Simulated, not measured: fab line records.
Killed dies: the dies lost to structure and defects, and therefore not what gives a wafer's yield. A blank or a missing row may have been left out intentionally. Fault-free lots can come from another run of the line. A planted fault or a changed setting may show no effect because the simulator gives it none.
A lot that was struck, set against a sound lot	flow sky130	44 out of 708 route steps
Sound: these wafers, L862.1, L862.2, L862.3. The struck wafers were L869.1, L869.3, L869.5. Last of all comes the cause.
For every step that has rows: the tool of each side, followed by ch and its chambers, followed by its first start. Under that, the readings that differ: sound wafers	struck wafers	difference of the means	sigmas: that difference in standard deviations of wafers without a fault.
alike: words and numbers the same on both sides, and readings whose means are apart by under 2 such deviations; not compared: readings that were withheld, readings missing a value for some wafer, numbers with overlapping values and no deviation given by the record, and bounds like >300 which may hide the same value.
The two part at a step that has a row with sigmas, a row that says differs or no value, or rows on one side only. Numbers that have no deviation but don't overlap get no sigmas and don't part them. Lack of a reading on every wafer of one side parts them only where that side has two or more wafers.

SKY_VIA1_OVL_MEAS_13:
  sound on overlay-01 at day 36 08:59; struck on overlay-02 at day 38 16:24
  alike: VIA1_OVL
then, 1 step without rows for these wafers: SKY_VIA1_ETCH_14 (etches BARC in N2/H2, stops on SiO2, time 45.9 s, target depth 60 nm).
SKY_VIA1_ETCH_15: etches SiO2 in C4F8/O2/Ar, stops on TiN, target depth 351 nm, time 54 s.
  sound on rie_diel-02 ch 1,2,3, day 36 09:04; struck on rie_diel-04 ch 1,3, day 38 16:29
  alike: chamber_pressure_mTorr, oes_product_au, rf_fwd_power_W
  not compared: rf_hours_counter_h
SKY_VIA1_STRIP_16: strips in O2/N2.
  sound on plasma_asher-03 ch 0,1, day 36 09:07; struck on plasma_asher-03 ch 0,1, day 38 16:32
reading	sound	struck	difference	sigmas
oes_product_au (a.u.)	0.406 0.415 0.415	0.428 0.419 0.419	+0.010	+2
  alike: chamber_pressure_mTorr, drypump_motor_current_A, strip_time_to_endpoint_s
  not compared: rf_hours_counter_h
then, 5 steps without rows for these wafers: SKY_VIA1_STRIP_17 (strips in post etch residue remover, time 1200 s); SKY_VIA1_CLEAN_18 (cleans in IPA, time 180 s); SKY_VIA1_CLEAN_19 (cleans in O3/DIW); SKY_VIA1_SPUTTER_20 (material TiN, target thk 20 nm, time 80 s); SKY_VIA1_CVD_21 (deposits W, target thk 270 nm, time 80.902 s).
SKY_VIA1_RS_MEAS_22: the measuring method here is four-point-probe.
  sound on film_metro-01 at day 36 09:52; struck on film_metro-03 at day 38 17:22
  alike: VIA1_W_RS
SKY_VIA1_THK_MEAS_23: measures by xrf.
  sound on film_metro-01 at day 36 09:59; struck on film_metro-03 at day 38 17:29
  alike: VIA1_W_THK
then, 1 step without rows for these wafers: SKY_VIA1_CMP_24 (polishes, stops on SiO2, t overpolish 15 s, target thk 0 nm).
SKY_METAL2_SPUTTER_00: material Ti, target thk 15 nm, time 10 s.
  sound on pvd_sputter-01 at day 36 10:21; struck on pvd_sputter-03 at day 38 17:51
reading	sound	struck	difference	sigmas
model.Ti_of_METAL2_SPUTTER_00.thk_nm (nm)	15.12 15 15.16	11.75 11.65 11.89	-3.33	
  alike: throttle_valve_pct
SKY_METAL2_SPUTTER_01: material TiN, target thk 20 nm, time 16.7 s.
  sound on pvd_sputter-01 at day 36 10:22; struck on pvd_sputter-03 at day 38 17:52
  alike: throttle_valve_pct
then, 2 steps without rows for these wafers: SKY_METAL2_SPUTTER_02 (material AlCu, target thk 250 nm, time 13.3 s); SKY_METAL2_SPUTTER_03 (material Ti, target thk 5 nm, time 3.3 s).
SKY_METAL2_SPUTTER_04: material TiN, target thk 70 nm, time 58.3 s.
  sound on pvd_sputter-01 at day 36 10:26; struck on pvd_sputter-03 at day 38 17:56
  alike: throttle_valve_pct
SKY_METAL2_RS_MEAS_05: the measuring method here is four-point-probe.
  sound on film_metro-04 at day 36 10:29; struck on film_metro-04 at day 38 17:59
  alike: METAL2_ALCU_RS
SKY_METAL2_THK_MEAS_06: measures by xrf.
  sound on film_metro-04 at day 36 10:37; struck on film_metro-04 at day 38 18:06
  alike: METAL2_ALCU_THK
then, 8 steps without rows for these wafers: SKY_METAL2_DEHYDRATE_07 (time 60 s); SKY_METAL2_HMDS_08 (prime time 60 s); SKY_METAL2_COAT_09 (resist thk 60 nm); SKY_METAL2_COAT_10 (resist thk 450 nm); SKY_METAL2_SOFTBAKE_11 (time 90 s); SKY_METAL2_EXPOSE_12 (exposes mask MM2, target cd 140 nm); SKY_METAL2_PEB_13; SKY_METAL2_DEVELOP_14 (develop time 60 s).
SKY_METAL2_CD_MEAS_15 targets a cd of 140 nm.
  sound on cd_sem-02 at day 37 12:25; struck on cd_sem-02 at day 39 18:46
  alike: cd_nm
SKY_METAL2_OVL_MEAS_16:
  sound on overlay-02 at day 37 12:32; struck on overlay-02 at day 39 18:53
  alike: METAL2_OVL
then, 2 steps without rows for these wafers: SKY_METAL2_DESCUM_17 (chemistry O2, time 8 s); SKY_METAL2_ETCH_18 (etches BARC in N2/H2, stops on SiO2, time 45.9 s, target depth 60 nm).
SKY_METAL2_METAL_ETCH_19: etches the open film in Cl2/BCl3, stops on SiO2, target depth 360 nm, time 78 s.
  sound on rie_metal-04 ch 0,1, day 37 12:40; struck on rie_metal-01 ch 0,1, day 39 19:01
  alike: chamber_pressure_mTorr, drypump_motor_current_A, oes_product_au, rf_fwd_power_W, throttle_valve_pct
  not compared: rf_hours_counter_h
then, 5 steps without rows for these wafers: SKY_METAL2_STRIP_20 (strips in O2/N2); SKY_METAL2_STRIP_21 (strips in post etch residue remover, time 1200 s); SKY_METAL2_CLEAN_22 (cleans in IPA, time 180 s); SKY_METAL2_CLEAN_23 (cleans in O3/DIW); SKY_VIA2_HDPCVD_00 (deposits SiO2, target thk 1180 nm, time 196.7 s).
SKY_VIA2_THK_MEAS_01:
  sound on film_metro-01 at day 37 13:29; struck on film_metro-04 at day 39 19:52
  alike: VIA2_HDPCVD_THK
then, 1 step without rows for these wafers: SKY_VIA2_CMP_02 (polishes SiO2).
SKY_VIA2_BOW_MEAS_03:
  sound on film_metro-01 at day 37 13:51; struck on film_metro-04 at day 39 20:30
  alike: VIA2_BOW
then, 2 steps without rows for these wafers: SKY_VIA2_DEHYDRATE_04 (time 60 s); SKY_VIA2_HMDS_05 (prime time 60 s).
-- the record jumps here: 3 days lie between the struck wafers' starts before and after (it left off in module VIA2 and takes up again in module VIA3, whose first step shown is number 576 of the route) --
SKY_VIA3_BOW_MEAS_03:
  sound on film_metro-02 at day 40 20:53; struck on film_metro-01 at day 43 01:15
reading	sound	struck	difference	sigmas
VIA3_BOW (um)	80 69 82	- - -	no value on the struck wafers	
  not compared: hold
-- the record jumps here: 6 days lie between the struck wafers' starts before and after (it left off in module VIA3 and takes up again in module PAD_OPEN, whose first step shown is number 708 of the route) --
SKY_PAD_OPEN_PROBE_99:
  the record has rows for the struck wafers here (prober-02, day 49 10:51) and none for the sound ones

== WHERE THEY PART ==
First at SKY_VIA1_STRIP_16; last, within this record, at SKY_PAD_OPEN_PROBE_99.

WHY: the cause the simulator had injected
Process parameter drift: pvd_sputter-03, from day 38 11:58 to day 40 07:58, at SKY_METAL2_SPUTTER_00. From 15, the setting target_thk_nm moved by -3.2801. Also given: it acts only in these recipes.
